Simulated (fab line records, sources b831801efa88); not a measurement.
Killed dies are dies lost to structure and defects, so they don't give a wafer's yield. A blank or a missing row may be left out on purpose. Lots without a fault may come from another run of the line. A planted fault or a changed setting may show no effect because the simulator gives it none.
Which tool did it? | flow gf180mcu | 13 lots, 39 wafers sampled, at 6 steps of a route of 602

WHAT THE GAUGES READ, wafer by wafer
GF_NWELL_OVL_MEAS_07.
lot  | measured    | on         | NWELL_OVL (nm)
L549 | day 3 17:07 | overlay-01 | 3.3 1.6 1.4
L551 | day 4 05:25 | overlay-01 | 1.9 2.2 2.1
L552 | day 4 11:34 | overlay-01 | 2.6 5.2 2.9
L553 | day 4 17:19 | overlay-02 | -2.3 -0.7 -3.3
L555 | day 5 06:04 | overlay-02 | 1.4 -0.3 -1.1
L557 | day 5 15:34 | overlay-02 | 1.3 0.0 0.8
L558 | day 5 19:40 | overlay-02 | 0.7 -0.3 2.0
L560 | day 6 11:37 | overlay-01 | 0.4 1.3 1.0
L561 | day 6 12:10 | overlay-01 | 0.4 -0.3 1.5
L563 | day 7 00:55 | overlay-02 | -1.6 1.9 -0.1
L564 | day 7 05:37 | overlay-01 | 1.3 0.7 4.0
L565 | day 7 11:52 | overlay-01 | 1.9 0.1 2.4
L566 | day 7 16:49 | overlay-01 | 2.9 1.0 4.4

GF_MVPSD_TW_MEAS_11.
lot  | measured    | on            | MVPSD_TW
L549 | day 5 11:22 | film_metro-03 | 555.0 553.8 553.6
L551 | day 6 00:44 | film_metro-01 | 557.1 557.6 556.8
L552 | day 6 08:07 | film_metro-02 | 554.8 552.2 550.5
L553 | day 6 14:19 | film_metro-02 | 552.7 553.3 552.1
L555 | day 7 04:08 | film_metro-03 | 558.1 555.3 556.4
L557 | day 7 15:25 | film_metro-03 | 551.1 555.6 554.7
L558 | day 7 19:29 | film_metro-03 | 554.3 553.8 555.2
L560 | day 8 12:26 | film_metro-01 | 558.6 558.4 557.4
L561 | day 8 13:46 | film_metro-01 | 558.7 557.7 558.2
L563 | day 9 03:13 | film_metro-03 | 652.1 649.9 652.2
L564 | day 9 08:42 | film_metro-02 | 640.7 639.7 642.2
L565 | day 9 14:49 | film_metro-01 | 648.7 649.6 645.0
L566 | day 9 19:37 | film_metro-01 | 647.8 650.0 648.5

GF_VT_IMPLANT_RS_MEAS_49: measures by four-point-probe.
lot  | measured     | on            | MVPSD_RS (ohm/sq)
L549 | day 8 01:37  | film_metro-01 | 1155.8 1156.9 1157.4
L551 | day 8 17:29  | film_metro-01 | 1158.4 1161.0 1156.0
L552 | day 9 01:59  | film_metro-01 | 1156.6 1158.0 1157.6
L553 | day 9 12:40  | film_metro-01 | 1159.3 1159.9 1159.8
L555 | day 9 22:53  | film_metro-02 | 1155.6 1155.8 1159.6
L557 | day 10 13:23 | film_metro-02 | 1158.6 1160.0 1157.0
L558 | day 10 16:53 | film_metro-03 | 1157.0 1160.6 1158.7
L560 | day 11 12:34 | film_metro-03 | 1159.3 1160.4 1158.2
L561 | day 11 14:05 | film_metro-01 | 1161.7 1164.3 1158.0
L563 | day 12 05:37 | film_metro-03 | 1186.2 1187.4 1186.1
L564 | day 12 11:25 | film_metro-01 | 1187.9 1184.1 1184.8
L565 | day 12 17:22 | film_metro-02 | 1187.2 1189.5 1187.4
L566 | day 13 00:10 | film_metro-01 | 1184.4 1187.9 1188.1

GF_POLY_GATE_CD_MEAS_10: target cd 280 nm.
lot  | measured     | on        | cd_nm (nm)
L549 | day 9 16:31  | cd_sem-01 | 280.0 279.1 278.2
L551 | day 10 09:41 | cd_sem-01 | 279.7 278.7 278.5
L552 | day 10 17:35 | cd_sem-02 | 280.1 280.1 280.2
L553 | day 11 06:10 | cd_sem-01 | 281.7 282.0 281.3
L555 | day 11 18:28 | cd_sem-02 | 280.0 279.7 278.6
L557 | day 12 07:35 | cd_sem-02 | 278.2 278.8 278.6
L558 | day 12 11:40 | cd_sem-02 | 280.0 280.2 279.4
L560 | day 13 09:12 | cd_sem-01 | 279.7 279.0 278.3
L561 | day 13 13:53 | cd_sem-02 | 278.1 278.6 279.5
L563 | day 14 04:59 | cd_sem-01 | 279.0 279.4 279.1
L564 | day 14 10:23 | cd_sem-01 | 279.5 279.2 280.3
L565 | day 14 16:01 | cd_sem-02 | 282.2 281.9 282.6
L566 | day 14 23:46 | cd_sem-01 | 279.9 280.7 280.9

WHICH TOOL RAN EACH LOT (tool, then ch and the chambers of the sampled wafers, then the start)
lot  | GF_STI_DEHYDRATE_05              | GF_MVPSD_IMPLANT_09
L549 | litho_track-03 ch 0, day 2 04:37 | implanter-01 ch 0, day 5 11:07
L551 | litho_track-03 ch 0, day 2 15:23 | implanter-03 ch 0, day 6 00:30
L552 | litho_track-01 ch 0, day 2 19:51 | implanter-03 ch 0, day 6 07:52
L553 | litho_track-04 ch 0, day 3 00:41 | implanter-01 ch 0, day 6 14:04
L555 | litho_track-03 ch 0, day 3 11:19 | implanter-01 ch 0, day 7 03:53
L557 | litho_track-03 ch 0, day 3 22:26 | implanter-01 ch 0, day 7 15:11
L558 | litho_track-04 ch 0, day 4 03:25 | implanter-03 ch 0, day 7 19:15
L560 | litho_track-01 ch 0, day 4 12:58 | implanter-01 ch 0, day 8 12:11
L561 | litho_track-04 ch 0, day 4 17:20 | implanter-01 ch 0, day 8 13:29
L563 | litho_track-01 ch 0, day 5 03:58 | implanter-01 ch 0, day 9 02:58
L564 | litho_track-01 ch 0, day 5 08:49 | implanter-04 ch 0, day 9 08:29
L565 | litho_track-04 ch 0, day 5 14:38 | implanter-04 ch 0, day 9 14:34
L566 | litho_track-01 ch 0, day 5 19:28 | implanter-04 ch 0, day 9 19:22
- GF_STI_DEHYDRATE_05: time 61.87 s.
- GF_MVPSD_IMPLANT_09

WHAT THE TOOLS THEMSELVES READ (means of the sampled wafers that have a number; where no wafer has one, the mark that the record gives instead)
GF_STI_DEHYDRATE_05.
lot  | tool           | plate_sensor_t_centre_C (C) | plate_sensor_t_edge_C (C)
L549 | litho_track-03 | 201.07                      | 201.55
L551 | litho_track-03 | 201.07                      | 201.57
L552 | litho_track-01 | 201.07                      | 201.55
L553 | litho_track-04 | 201.07                      | 201.55
L555 | litho_track-03 | 201.07                      | 201.56
L557 | litho_track-03 | 201.07                      | 201.55
L558 | litho_track-04 | 201.07                      | 201.55
L560 | litho_track-01 | 201.07                      | 201.56
L561 | litho_track-04 | 201.07                      | 201.55
L563 | litho_track-01 | 201.08                      | 201.56
L564 | litho_track-01 | 201.08                      | 201.55
L565 | litho_track-04 | 201.07                      | 201.56
L566 | litho_track-01 | 201.07                      | 201.56

GF_MVPSD_IMPLANT_09.
lot  | tool         | beam_on_s (s)
L549 | implanter-01 | 9.99
L551 | implanter-03 | 10.08
L552 | implanter-03 | 10.02
L553 | implanter-01 | 9.99
L555 | implanter-01 | 9.93
L557 | implanter-01 | 10.04
L558 | implanter-03 | 9.89
L560 | implanter-01 | 10.20
L561 | implanter-01 | 9.97
L563 | implanter-01 | 10.06
L564 | implanter-04 | 9.89
L565 | implanter-04 | 9.89
L566 | implanter-04 | 9.93

THE ANSWER, worked out from the rows above alone
Rule: what is usual is taken from the lots themselves. Put in order of their means at a reading, lots are off if they are a third of the lots or fewer, leave a main group of 4 or more, and stand apart from it by a gap of 3 or more times the standard deviation of the main group's means; of several such gaps the widest counts. A main group whose means are all the same, to the digits that the tables above print for the reading, isn't used. A lot without any number at a reading at which 4 lots or more have one is off too. The other lots that the step has rows for count as sound. The gauges are gone through in route order, then the tools' own readings, and for those a lot's mean is taken as printed above. The first step at which some lot is off is used, and at that step the reading that is off furthest; a lot without a number counts as furthest.
Off: L563, L564, L565, L566, at GF_MVPSD_TW_MEAS_11 (MVPSD_TW). The main group: mean 555.3, standard deviation 2.1.
A tool fits if, at a process step before that reading, it ran every lot that is off, and no sound lot after the first of them. The gauges at GF_MVPSD_TW_MEAS_11 are tried like those tools. None of those tried fits.

WHAT THE SIMULATOR HAD PUT IN
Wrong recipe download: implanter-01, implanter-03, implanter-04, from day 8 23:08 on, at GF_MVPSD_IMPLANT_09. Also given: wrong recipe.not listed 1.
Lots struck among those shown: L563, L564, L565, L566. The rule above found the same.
